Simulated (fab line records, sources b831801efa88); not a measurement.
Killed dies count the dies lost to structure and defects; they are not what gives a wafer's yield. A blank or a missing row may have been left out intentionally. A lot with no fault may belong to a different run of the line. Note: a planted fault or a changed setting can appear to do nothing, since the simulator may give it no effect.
A lot that was struck, set against a sound lot    flow gf180mcu    17 out of 602 route steps
Sound: the wafers L307.3, L307.4, L307.6. Wafers struck: L314.3, L314.4. At the end, the cause is stated.
For every step that has rows: the tool of each side, followed by ch and its chambers, followed by its first start. Under that, the readings that differ: sound wafers    struck wafers    difference of the means    sigmas: that difference in standard deviations of wafers without a fault.
alike: a reading whose means differ by less than 2 such deviations, as well as words and numbers matching on both sides. not compared: withheld readings; readings where some wafer has no value; bounds like >300 that might hide an equal value; numbers whose values overlap and for which the record gives no deviation.
The two part at a step that has a row with sigmas, a row that says differs or no value, or rows on one side only. Numbers that have no deviation but don't overlap get no sigmas and don't part them. A reading missing from all wafers of one side parts the sides only when that side holds two or more wafers.

first, 4 steps without rows for these wafers: GF_M1_SOFTBAKE_10 (time 60 s); GF_M1_EXPOSE_11 (exposes mask Metal1, target cd 230 nm); GF_M1_PEB_12 (peb time 90 s); GF_M1_DEVELOP_13 (develop time 60 s).
GF_M1_CD_MEAS_14: the cd target is 230 nm.
  sound on cd sem-01 at day 18 14:30; struck on cd sem-01 at day 20 22:29
  alike: cd nm
GF_M1_OVL_MEAS_15:
  sound on overlay-02 at day 18 14:35; struck on overlay-02 at day 20 22:34
  alike: M1_OVL
GF_M1_METAL_ETCH_16: etches the open film in Cl2/BCl3, stops on SiO2, target depth 750.8 nm, time 125.1 s.
  sound on rie metal-04 ch 0,1, day 18 14:40; struck on rie metal-01 ch 0,1, day 20 22:38
  alike: drypump motor current A, oes product au, throttle valve pct
  not compared: rf hours counter h
GF_M1_STRIP_17: strips in O2/N2.
  sound on plasma asher-04 ch 0,1, day 18 14:47; struck on plasma asher-04 ch 0,1, day 20 22:46
reading                       sound           struck     difference  sigmas
strip time to endpoint s (s)  7.32 7.38 7.39  7.44 7.46  +0.09       +2
  alike: drypump motor current A, heater power w, oes product au
  not compared: rf hours counter h
then, 3 steps without rows for these wafers: GF_M1_STRIP_18 (strips in post etch residue remover, time 1200 s); GF_M1_CLEAN_19 (cleans in DIW); GF_V1_CVD_00 (deposits SiO2, target thk 600 nm, time 100 s).
GF_V1_THK_MEAS_01:
  sound on film metro-01 at day 18 15:22; struck on film metro-01 at day 20 23:21
  alike: V1_CVD_00_THK
GF_V1_CVD_02: deposits SiO2 from TEOS, target thk 850 nm, time 94.851 s.
  sound on pecvd-04 ch 0,2, day 18 15:25; struck on pecvd-03 ch 0,2, day 20 23:23
reading                              sound              struck       difference  sigmas
run length s (s)                     122.0 122.9 122.4  179.1 179.3  +56.8       +93
model.SiO2_of_V1_CVD_02.thk nm (nm)  835.2 854.5 853.5  1355 1368    +514        
  alike: heater power w
GF_V1_THK_MEAS_03:
  sound on film metro-04 at day 18 15:30; struck on film metro-01 at day 20 23:42
reading             sound        struck     difference  sigmas
V1_CVD_02_THK (nm)  835 855 853  1354 1367  +513        +39
  not compared: hold
GF_V1_CMP_04: polishes SiO2.
  sound on cmp-01 ch 0,2,3, day 18 15:35; struck on cmp-02 ch 0,2, day 21 04:07
reading                 sound     struck                                             difference                    sigmas
hold                    - - -     await dispo/4.3h/release await dispo/4.3h/release  no value on the sound wafers  
time to endpoint s (s)  74 77 74  270 265                                            +192                          +32
  alike: motor current A
GF_V1_BOW_MEAS_05:
  sound on film metro-04 at day 18 15:53; struck on film metro-03 at day 21 04:25
  alike: V1_BOW
then, 1 step without rows for these wafers: GF_PASSIVATION_PROBE_99.

## WHERE THEY PART
First at GF_M1_STRIP_17; last, within this record, at GF_V1_CMP_04. Later steps at which nothing parts them and some readings are alike: GF_V1_BOW_MEAS_05.

WHY: whatever the simulator had introduced
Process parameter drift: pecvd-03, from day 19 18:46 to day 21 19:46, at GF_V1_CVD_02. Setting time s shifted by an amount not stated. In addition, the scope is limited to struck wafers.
